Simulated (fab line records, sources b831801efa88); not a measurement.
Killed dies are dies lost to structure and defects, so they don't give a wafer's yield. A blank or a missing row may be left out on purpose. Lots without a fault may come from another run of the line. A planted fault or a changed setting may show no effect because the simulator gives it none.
fab line records | flow sky130 | part 2 of 2: steps 31 to 42 of 42
record lots=5 wafers=15 last_day=50
route steps=708 shown SONOS_TUNNEL@157 SONOS_ONO@168 GATE_OXIDE@187
lots that met no fault: from a run of the same line without faults
start_h: hours from the record's first day to the start of the lot's first wafer shown | wait_h: hours since the lot's step before | " the same as in the row above | L1.1+2: a row that stands for several wafers | - no value, or no start given | * or withheld: withheld | < > ~ a bound
route shown NAME@n: a module of which the file shows steps, and the number in the route of the first | usual: mean/standard deviation of fault-free wafers | same: alike in all rows | chamber/n: place in a boat | sites: the reading at each site | _std_site: their standard deviation | _edge_site: outer sites' mean less inner sites' | radius_mm: how far each site lies from the wafer's centre | mask NAME#n: copy n | behind: the tool/chamber that last shaped the wafer | hold: why the lot was held/for how many hours/how that ended | device: the transistor (n, p or np) that didn't switch | end of line: the same wafers' tests at the end of the route | a step without rows: its recipe alone | killed: dies lost to structure and defects at the first sort, not the wafer's yield | map: a wafer's dies, x killed, . not, _ none there
set.NAME: the setting as run; set.NAME@STEP: as run at that earlier step | model.NAME: the simulator's own value behind a step, which no gauge read
lots at some steps of the route; a table a step, a row a wafer
services: from which hour (start_h, from the record's first day; less than 0 if before it) a tool's chamber was out of use, for how many hours, and why
## steps
# step SKY_GATE_OXIDE_CLEAN_00
# recipe chemistry=SC1/SC2 mix=1:4:20 temp_c=70 time_s=150 dry=n2_spin
# usual temp_c=70.01/0.12
# columns lot.wafer tool chamber start_h wait_h temp_c
L075.2 wet_bench-03 2 288.06 0.0 69.78
L075.3 " 2 " " 69.86
L075.5 " 2 " " 69.76
L078.1 wet_bench-03 3 313.16 0.0 69.98
L078.2 " 3 " " 69.99
L078.5 " 3 " " 69.95
L089.1 wet_bench-02 3 402.01 0.0 69.94
L089.3 " 3 " " 69.84
L089.6 " 3 " " 69.99
L091.2 wet_bench-03 2 426.36 0.0 69.97
L091.5 " 2 " " 69.94
L091.6 " 2 " " 69.97
L096.1 wet_bench-01 0 464.01 0.0 70.06
L096.2 " 0 " " 69.98
L096.6 " 0 " " 70.16
# step SKY_GATE_OXIDE_OXIDATION_01
# recipe temp_c=900 ambient=O2 stabilise_s=600 purge_s=300 target_thk_a=102.68 ox_time_s=1473
# columns lot.wafer tool chamber start_h wait_h
L075.2+3+5 furnace-01 0 288.25 0.1
L078.1+2+5 furnace-02 0 313.21 0.0
L089.1+3+6 furnace-02 0 403.74 1.7
L091.2+5+6 furnace-01 0 428.82 2.4
L096.1+2+6 furnace-01 0 464.50 0.4
# step SKY_GATE_OXIDE_THK_MEAS_02
# recipe reads=SiO2_of_GATE_OXIDE_OXIDATION_01
# usual GATE_OXIDE_OXIDATION_00_THK=10.20/0.19
# columns lot.wafer tool chamber start_h wait_h GATE_OXIDE_OXIDATION_00_THK[nm]
L075.2 film_metro-01 - 289.67 0.0 10.33
L075.3 " - " " 10.36
L075.5 " - " " 10.36
L078.1 film_metro-01 - 314.62 0.0 10.34
L078.2 " - " " 10.37
L078.5 " - " " 10.22
L089.1 film_metro-01 - 405.15 0.0 10.13
L089.3 " - " " 10.05
L089.6 " - " " 10.17
L091.2 film_metro-03 - 430.24 0.0 10.21
L091.5 " - " " 10.22
L091.6 " - " " 10.28
L096.1 film_metro-03 - 465.91 0.0 10.12
L096.2 " - " " 10.12
L096.6 " - " " 10.23
# step SKY_GATE_OXIDE_DEHYDRATE_03
# recipe temp_c=200 time_s=60
# usual heater_power_total_W=160.37/0.12
# columns lot.wafer tool chamber start_h wait_h heater_power_total_W
L075.2 litho_track-02 0 301.95 12.3 160.41
L075.3 " 0 " " 160.35
L075.5 " 0 " " 160.20
L078.1 litho_track-02 0 327.57 12.9 160.40
L078.2 " 0 " " 160.37
L078.5 " 0 " " 160.14
L089.1 litho_track-02 0 419.42 14.3 160.37
L089.3 " 0 " " 160.59
L089.6 " 0 " " 160.52
L091.2 litho_track-04 0 444.91 14.7 160.53
L091.5 " 0 " " 160.49
L091.6 " 0 " " 160.22
L096.1 litho_track-04 0 480.49 14.6 160.52
L096.2 " 0 " " 160.63
L096.6 " 0 " " 160.30
# step SKY_GATE_OXIDE_HMDS_04
# recipe prime_time_s=60 prime_temp_c=120
# usual prime_temp_c=120.01/0.17
# columns lot.wafer tool chamber start_h wait_h prime_temp_c
L075.2 litho_track-02 0 302.10 0.1 120.04
L075.3 " 0 " " 120.36
L075.5 " 0 " " 120.41
L078.1 litho_track-02 0 327.72 0.1 120.04
L078.2 " 0 " " 119.91
L078.5 " 0 " " 119.87
L089.1 litho_track-02 0 419.57 0.1 119.87
L089.3 " 0 " " 119.76
L089.6 " 0 " " 119.77
L091.2 litho_track-04 0 445.06 0.1 119.98
L091.5 " 0 " " 120.04
L091.6 " 0 " " 119.96
L096.1 litho_track-04 0 480.64 0.1 119.82
L096.2 " 0 " " 119.94
L096.6 " 0 " " 119.72
# step SKY_GATE_OXIDE_COAT_05
# recipe resist=NOVOLAK spin_rpm=3000 resist_thk_nm=1140
# usual dispense_pressure_kPa=48.3/1.3
# columns lot.wafer tool chamber start_h wait_h dispense_pressure_kPa
L075.2 litho_track-02 0 302.25 0.1 46.7
L075.3 " 0 " " 46.8
L075.5 " 0 " " 46.8
L078.1 litho_track-02 0 327.87 0.1 46.8
L078.2 " 0 " " 46.9
L078.5 " 0 " " 46.8
L089.1 litho_track-02 0 419.72 0.1 46.8
L089.3 " 0 " " 46.8
L089.6 " 0 " " 46.8
L091.2 litho_track-04 0 445.21 0.1 48.7
L091.5 " 0 " " 48.7
L091.6 " 0 " " 48.7
L096.1 litho_track-04 0 480.79 0.1 48.7
L096.2 " 0 " " 48.7
L096.6 " 0 " " 48.7
# step SKY_GATE_OXIDE_SOFTBAKE_06
# recipe temp_c=90 time_s=60 resist=NOVOLAK
# usual heater_power_total_W=56.59/0.046
# columns lot.wafer tool chamber start_h wait_h heater_power_total_W
L075.2 litho_track-02 0 302.40 0.1 56.61
L075.3 " 0 " " 56.62
L075.5 " 0 " " 56.49
L078.1 litho_track-02 0 328.02 0.1 56.61
L078.2 " 0 " " 56.59
L078.5 " 0 " " 56.62
L089.1 litho_track-02 0 419.87 0.1 56.58
L089.3 " 0 " " 56.58
L089.6 " 0 " " 56.57
L091.2 litho_track-04 0 445.36 0.1 56.52
L091.5 " 0 " " 56.62
L091.6 " 0 " " 56.58
L096.1 litho_track-04 0 480.94 0.1 56.59
L096.2 " 0 " " 56.60
L096.6 " 0 " " 56.52
# step SKY_GATE_OXIDE_EXPOSE_07
# recipe mask_id=LVOM na=0.6 source_shape=conventional sigma_outer=0.6 polarization=unpolarized target_cd_nm=600 dose_mj=170
# columns lot.wafer tool chamber start_h wait_h mask
L075.2+3+5 iline_stepper-01 0 - - LVOM#0
L078.1+2+5 iline_stepper-02 0 - - LVOM#0
L089.1+3+6 iline_stepper-02 0 - - LVOM#0
L091.2+5+6 iline_stepper-02 0 - - LVOM#0
L096.1+2+6 iline_stepper-02 0 - - LVOM#0
# step SKY_GATE_OXIDE_PEB_08
# recipe temp_c=withheld time_s=* resist=NOVOLAK
# columns lot.wafer tool chamber start_h wait_h
L075.2+3+5 litho_track-02 0 - -
L078.1+2+5 litho_track-01 0 - -
L089.1+3+6 litho_track-02 0 - -
L091.2+5+6 litho_track-02 0 - -
L096.1+2+6 litho_track-02 0 - -
# step SKY_GATE_OXIDE_DEVELOP_09
# recipe resist=NOVOLAK developer=TMAH develop_time_s=60 dev_temp_c=23
# columns lot.wafer tool chamber start_h wait_h
L075.2+3+5 litho_track-02 0 315.10 0.1
L078.1+2+5 litho_track-01 0 341.08 0.1
L089.1+3+6 litho_track-02 0 435.17 0.1
L091.2+5+6 litho_track-02 0 461.00 0.1
L096.1+2+6 litho_track-02 0 496.32 0.1
# step SKY_GATE_OXIDE_OVL_MEAS_10
# usual GATE_OXIDE_OVL=-0.6/1.4
# columns lot.wafer tool chamber start_h wait_h GATE_OXIDE_OVL[nm]
L075.2 overlay-02 - 315.23 0.1 0.3
L075.3 " - " " -1.8
L075.5 " - " " -0.5
L078.1 overlay-02 - 341.23 0.1 -0.6
L078.2 " - " " -2.7
L078.5 " - " " -1.0
L089.1 overlay-02 - 435.32 0.1 -1.8
L089.3 " - " " -0.7
L089.6 " - " " 0.5
L091.2 overlay-02 - 461.13 0.1 -1.8
L091.5 " - " " -0.9
L091.6 " - " " -1.9
L096.1 overlay-02 - 496.47 0.1 1.3
L096.2 " - " " 1.1
L096.6 " - " " -1.4
# step SKY_GATE_OXIDE_IMPLANT_11
# recipe species=B energy_kev=10 dose_cm2=2.6e+12 tilt_deg=withheld
# columns lot.wafer tool chamber start_h wait_h
L075.2+3+5 implanter-03 0 315.28 0.0
L078.1+2+5 implanter-02 0 341.26 0.0
L089.1+3+6 implanter-03 0 435.36 0.0
L091.2+5+6 implanter-03 0 461.18 0.0
L096.1+2+6 implanter-04 0 496.51 0.0
## services
# columns tool chamber start_h hours kind
furnace-02 - 227.90 4.1 pm
furnace-01 - 253.46 2.7 pm
furnace-01 - 264.23 0.9 pm
iline_stepper-01 - 281.69 0.7 repair
iline_stepper-01 - 297.62 3.4 repair
implanter-03 - 305.44 3.9 repair
iline_stepper-01 - 307.77 1.9 repair
implanter-03 - 316.20 5.3 pm
iline_stepper-01 - 316.45 1.7 pm
implanter-03 - 327.29 1.3 repair
plasma_asher-02 - 356.20 2.8 pm
implanter-04 - 360.43 0.6 repair
iline_stepper-02 - 360.78 0.5 repair
iline_stepper-02 - 362.86 1.7 pm
implanter-03 - 366.78 2.2 repair
implanter-04 - 371.13 4.9 pm
implanter-03 - 371.45 4.2 pm
lpcvd-02 - 380.37 0.7 repair
implanter-04 - 389.16 2.5 repair
implanter-03 - 392.23 3.2 repair
iline_stepper-01 - 422.42 7.9 repair
furnace-01 - 422.72 3.4 pm
furnace-01 - 445.86 8.1 pm
wet_bench-04 - 482.93 3.8 repair
